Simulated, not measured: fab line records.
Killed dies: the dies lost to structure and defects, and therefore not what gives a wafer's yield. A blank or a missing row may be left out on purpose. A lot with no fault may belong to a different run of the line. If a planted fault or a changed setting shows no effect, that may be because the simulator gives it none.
Chamber matching / flow sky130 / 4 sister chambers for SKY_VIA3_CMP_02 on cmp-02
The step polishes SiO2. 4 wafers are shown with their chamber, then 11 later ones without.

## WAFERS WITH THEIR CHAMBER
wafer=L083.4; chamber=0; motor-current-A (A)=11.5
wafer=L084.2; chamber=1; motor-current-A (A)=12.7
wafer=L087.5; chamber=2; motor-current-A (A)=13.5
wafer=L090.1; chamber=3; motor-current-A (A)=9.4

## WAFERS WITH NO CHAMBER GIVEN
wafer=L090.3; motor-current-A (A)=11.5
wafer=L090.6; motor-current-A (A)=11.3
wafer=L094.2; motor-current-A (A)=12.7
wafer=L094.4; motor-current-A (A)=14.2
wafer=L094.5; motor-current-A (A)=12.4
wafer=L096.2; motor-current-A (A)=14.0
wafer=L096.3; motor-current-A (A)=9.3
wafer=L096.4; motor-current-A (A)=13.1
wafer=L097.2; motor-current-A (A)=14.1
wafer=L097.4; motor-current-A (A)=13.1
wafer=L097.6; motor-current-A (A)=9.1

## EACH ONE'S CHAMBER
wafer=L090.3; from the rows above=0; in truth=0
wafer=L090.6; from the rows above=0; in truth=0
wafer=L094.2; from the rows above=1; in truth=1
wafer=L094.4; from the rows above=2; in truth=2
wafer=L094.5; from the rows above=can't be placed: 1 or 0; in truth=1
wafer=L096.2; from the rows above=2; in truth=2
wafer=L096.3; from the rows above=3; in truth=3
wafer=L096.4; from the rows above=can't be placed: 1 or 2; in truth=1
wafer=L097.2; from the rows above=2; in truth=2
wafer=L097.4; from the rows above=can't be placed: 1 or 2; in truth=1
wafer=L097.6; from the rows above=3; in truth=3
8 of 11 placed correctly. These rows do not allow placing 3 (true chamber among the candidates in 3). Wrongly placed: 0.
How it was worked out, from the rows above alone: a wafer's distance from a chamber is the root of the sum, over the readings, of the square of ((its reading less the chamber's mean) divided by the reading's scatter). The wafer belongs to the nearest chamber; if the next one is less than 2 further off, it can't be placed. For every chamber, the mean is computed from those of its wafers that are shown. The scatter: root of mean squared gap, hidden wafer to nearest shown wafer, with one shown wafer a chamber.
